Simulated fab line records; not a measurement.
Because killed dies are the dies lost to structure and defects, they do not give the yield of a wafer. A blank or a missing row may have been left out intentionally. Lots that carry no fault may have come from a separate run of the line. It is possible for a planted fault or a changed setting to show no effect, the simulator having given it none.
A single fault, viewed from 2 desks    flow gf180mcu    what lay behind the numbers comes last; until then each desk has only its own

## TOOL OWNER'S DESK, pvd sputter-02
At GF_M4_SPUTTER_01 (material TiN, target thk 30 nm, time 25 s) the tool's own readings: per lot run on this tool, the mean of the sampled wafers that have a number. Any lot whose mean is over 4 standard deviations away from the usual mean is out of limits and marked OUT; that distance is given in the brackets.
Columns: A = throttle valve pct at GF_M4_SPUTTER_01, usual 30.2 %
lot   first seen here  A
L982  day 23 14:51     30.5
L987  day 25 10:42     30.6
L988  day 25 14:58     30.6
L989  day 25 21:28     30.8
L995  day 28 01:43     30.6
L996  day 28 07:16     30.7
L997  day 28 10:26     30.5
This desk's verdict: no lot among the 7 shows anything out of limits.

## FROM THE METROLOGY DESK
What the gauges read for every lot (on any tool): the sampled wafers with a number, averaged. Any lot whose mean is over 4 standard deviations away from the usual mean is out of limits and marked OUT; that distance is given in the brackets.
Columns: A = V5_OVL at GF_V5_OVL_MEAS_15, usual -6 nm; B = V5_W_THK at GF_V5_THK_MEAS_25, usual 361 nm
lot   first seen here  A    B
L979  day 27 07:40     -2   363
L980  day 27 13:28     1    361
L982  day 28 05:25     -12  355
L984  day 28 22:43     -3   363
L985  day 29 01:22     -1   368
L986  day 29 13:16     -6   365
L987  day 29 20:49     -2   353
L988  day 29 23:19     -11  357
L989  day 30 05:16     -6   362
L990  day 30 13:43     -14  362
L992  day 31 03:34     -10  362
L995  day 32 02:47     -4   358
L996  day 32 07:28     -1   364
L997  day 32 11:04     -3   358
This desk's verdict: no lot among the 14 shows anything out of limits.

## BROUGHT TOGETHER
Nothing out of limits was seen by the tool owner's desk.
From the metrology desk's view, nothing was out of limits.

## WHAT THE SIMULATOR HAD INSERTED
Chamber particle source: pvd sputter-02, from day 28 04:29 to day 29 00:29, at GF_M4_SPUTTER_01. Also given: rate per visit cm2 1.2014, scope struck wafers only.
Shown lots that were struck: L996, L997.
